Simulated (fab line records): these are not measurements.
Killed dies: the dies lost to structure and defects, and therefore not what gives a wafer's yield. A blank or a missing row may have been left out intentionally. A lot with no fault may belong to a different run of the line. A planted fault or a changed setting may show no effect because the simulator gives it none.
One fault seen from 2 desks + flow gf180mcu + each desk holds nothing but its own numbers, with what lay behind them at the end

== THE METROLOGY DESK ==
What the gauges read for every lot (on any tool): the sampled wafers with a number, averaged. Any lot whose mean is over 4 standard deviations away from the usual mean is out of limits and marked OUT; that distance is given in the brackets.
Columns: A = HV_LDD_02_OVL at GF_HV_LDD_OVL_MEAS_32, usual 0.0 nm; B = HV_LDD_03_OVL at GF_HV_LDD_OVL_MEAS_47, usual 0.4 nm; C = NSD_RS at GF_PSD_RS_MEAS_14, usual 46.09 ohm/sq; D = PSD_RS at GF_PSD_RS_MEAS_15, usual 108.50 ohm/sq
| lot  | first seen here | A    | B    | C               | D                |
|------|-----------------|------|------|-----------------|------------------|
| L446 | day 12 05:16    | -1.8 | 0.5  | 46.09           | 108.38           |
| L447 | day 12 09:55    | 0.1  | 2.0  | 45.94           | 108.28           |
| L448 | day 12 18:34    | -0.9 | 1.6  | 46.18           | 108.96           |
| L449 | day 13 02:04    | -0.6 | -0.7 | 46.05           | 108.56           |
| L451 | day 13 17:40    | -0.4 | 2.8  | 45.98           | 108.17           |
| L457 | day 15 19:37    | 0.2  | 1.1  | 46.16           | 108.53           |
| L461 | day 17 01:36    | 1.2  | -2.5 | 40.40 (-63) OUT | 98.52 (-36) OUT  |
| L462 | day 17 08:44    | -0.1 | 0.2  | 42.19 (-43) OUT | 101.49 (-25) OUT |
| L465 | day 18 07:37    | -0.6 | 1.4  | 46.12           | 108.39           |
| L466 | day 18 12:13    | 0.7  | 1.3  | 46.15           | 108.60           |
| L468 | day 19 04:57    | -1.3 | -1.4 | 46.19           | 108.77           |
| L469 | day 19 14:31    | 1.3  | 0.1  | 46.12           | 108.61           |
This desk's result: L461, L462 out of limits, first on L461 (NSD_RS at GF_PSD_RS_MEAS_14), day 20 07:18. Within limits: L446, L447, L448, L449, L451, L457, L465, L466, L468, L469.

== DESK OF THE TOOL OWNER: rtp-anneal-01 ==
Per lot that ran on this tool, the mean of the sampled wafers carrying a number, from the tool's own readings at GF_PSD_RTA_13 (time 20 s). Any lot whose mean is over 4 standard deviations away from the usual mean is out of limits and marked OUT; that distance is given in the brackets.
Columns: A = lamp-power-pct at GF_PSD_RTA_13, usual 34.4 %; B = run-length-s at GF_PSD_RTA_13, usual 48.82 s; C = wafer_temp_C_max at GF_PSD_RTA_13, usual 1031.1
| lot  | first seen here | A    | B                       | C      |
|------|-----------------|------|-------------------------|--------|
| L448 | day 15 15:19    | 33.0 | 48.97                   | 1031.1 |
| L451 | day 16 18:19    | 33.0 | 48.99                   | 1030.3 |
| L457 | day 19 00:04    | 32.9 | 48.92                   | 1030.7 |
| L461 | day 20 07:13    | 33.0 | 85.59 (+99 or more) OUT | 1032.4 |
| L462 | day 20 15:30    | 33.0 | 73.26 (+99 or more) OUT | 1031.2 |
This desk's finding: out of limits on L461, L462; first on L461, day 20 07:13 (run-length-s at GF_PSD_RTA_13). Within limits: L448, L451, L457.

== TAKEN TOGETHER ==
On L461, L462, at day 20 07:13, an alarm was possible from the tool owner's desk.
At day 20 07:18 the metrology desk could have sounded an alarm, on L461, L462.
All the named lots went through GF_PSD_RTA_13 on rtp-anneal-01.

== WHAT THE SIMULATOR HAD PUT IN ==
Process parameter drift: rtp-anneal-01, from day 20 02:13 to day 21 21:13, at GF_PSD_RTA_13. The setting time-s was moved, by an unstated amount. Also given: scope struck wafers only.
Lots struck among those shown: L461, L462.
Hours from the fault's start to each desk's first reading out of limits: the tool owner's desk, 5; the metrology desk, 5.
